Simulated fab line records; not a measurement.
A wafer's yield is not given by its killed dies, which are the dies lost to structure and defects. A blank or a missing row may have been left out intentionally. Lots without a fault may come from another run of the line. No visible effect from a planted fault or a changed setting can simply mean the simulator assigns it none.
Chamber matching | flow gf180mcu | GF_CONTACT_ETCH_16 on rie diel-02 has 4 sister chambers
The step etches BARC in N2/H2. 24 wafers are shown with their chamber, then 12 later ones without.

== EACH WAFER AND ITS CHAMBER ==
wafer  | chamber | drypump motor current A (A) | throttle valve pct (%) | oes product au (a.u.)
L074.2 | 3       | 5.33                        | 13.214                 | 0.857
L074.3 | 1       | 5.69                        | 13.230                 | 0.860
L074.6 | 2       | 5.11                        | 13.219                 | 0.850
L079.1 | 1       | 5.71                        | 13.222                 | 0.852
L079.4 | 0       | 5.30                        | 13.215                 | 0.852
L079.6 | 0       | 5.31                        | 13.206                 | 0.865
L082.2 | 2       | 5.11                        | 13.230                 | 0.853
L082.3 | 0       | 5.31                        | 13.224                 | 0.852
L082.4 | 1       | 5.71                        | 13.225                 | 0.851
L084.1 | 0       | 5.32                        | 13.215                 | 0.855
L084.4 | 1       | 5.70                        | 13.220                 | 0.858
L084.5 | 1       | 5.67                        | 13.217                 | 0.864
L085.2 | 2       | 5.10                        | 13.241                 | 0.850
L085.3 | 0       | 5.32                        | 13.220                 | 0.855
L085.4 | 3       | 5.34                        | 13.227                 | 0.853
L087.1 | 0       | 5.31                        | 13.223                 | 0.848
L087.2 | 3       | 5.39                        | 13.241                 | 0.849
L087.6 | 3       | 5.37                        | 13.237                 | 0.845
L088.1 | 3       | 5.36                        | 13.237                 | 0.853
L088.3 | 0       | 5.31                        | 13.231                 | 0.855
L088.6 | 1       | 5.68                        | 13.226                 | 0.848
L091.3 | 3       | 5.36                        | 13.222                 | 0.855
L091.5 | 3       | 5.35                        | 13.248                 | 0.850
L091.6 | 0       | 5.34                        | 13.224                 | 0.851

SIGNATURES (means of the wafers above)
reading                 | chamber 0 | chamber 1 | chamber 2 | chamber 3 | scatter within a chamber
drypump motor current A | 5.3150    | 5.6933    | 5.1067    | 5.3571    | 0.0154
throttle valve pct      | 13.21975  | 13.22333  | 13.23000  | 13.23229  | 0.00892
oes product au          | 0.85413   | 0.85550   | 0.85100   | 0.85171   | 0.00484
Rule: a wafer's distance from a chamber is the root of the sum, over the readings, of the square of ((its reading less the chamber's mean) divided by the reading's scatter). The wafer belongs to the nearest chamber; if the next one is less than 2 further off, it can't be placed. The scatter: the root of (the sum of the squares of (reading less its chamber's mean) over the shown wafers, divided by (wafers less chambers)).

== WAFERS WHOSE CHAMBER IS MISSING ==
wafer  | drypump motor current A (A) | throttle valve pct (%) | oes product au (a.u.)
L092.1 | 5.69                        | 13.239                 | 0.853
L092.4 | 5.11                        | 13.227                 | 0.853
L092.6 | 5.10                        | 13.212                 | 0.852
L093.1 | 5.10                        | 13.224                 | 0.845
L093.5 | 5.09                        | 13.220                 | 0.855
L093.6 | 5.69                        | 13.222                 | 0.852
L094.1 | 5.72                        | 13.217                 | 0.853
L094.3 | 5.32                        | 13.216                 | 0.856
L094.4 | 5.10                        | 13.234                 | 0.852
L097.2 | 5.09                        | 13.212                 | 0.851
L097.3 | 5.37                        | 13.222                 | 0.856
L097.4 | 5.68                        | 13.249                 | 0.857

== CHAMBER TAKEN BY EACH ==
wafer  | from the rows above     | in truth
L092.1 | 1                       | 1
L092.4 | 2                       | 2
L092.6 | 2                       | 2
L093.1 | 2                       | 2
L093.5 | 2                       | 2
L093.6 | 1                       | 1
L094.1 | 1                       | 1
L094.3 | 0                       | 0
L094.4 | 2                       | 2
L097.2 | 2                       | 2
L097.3 | can't be placed: 3 or 0 | 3
L097.4 | 1                       | 1
Placed correctly: 11 of 12. These rows do not allow placing 1 (true chamber among the candidates in 1). Number placed wrongly: 0.
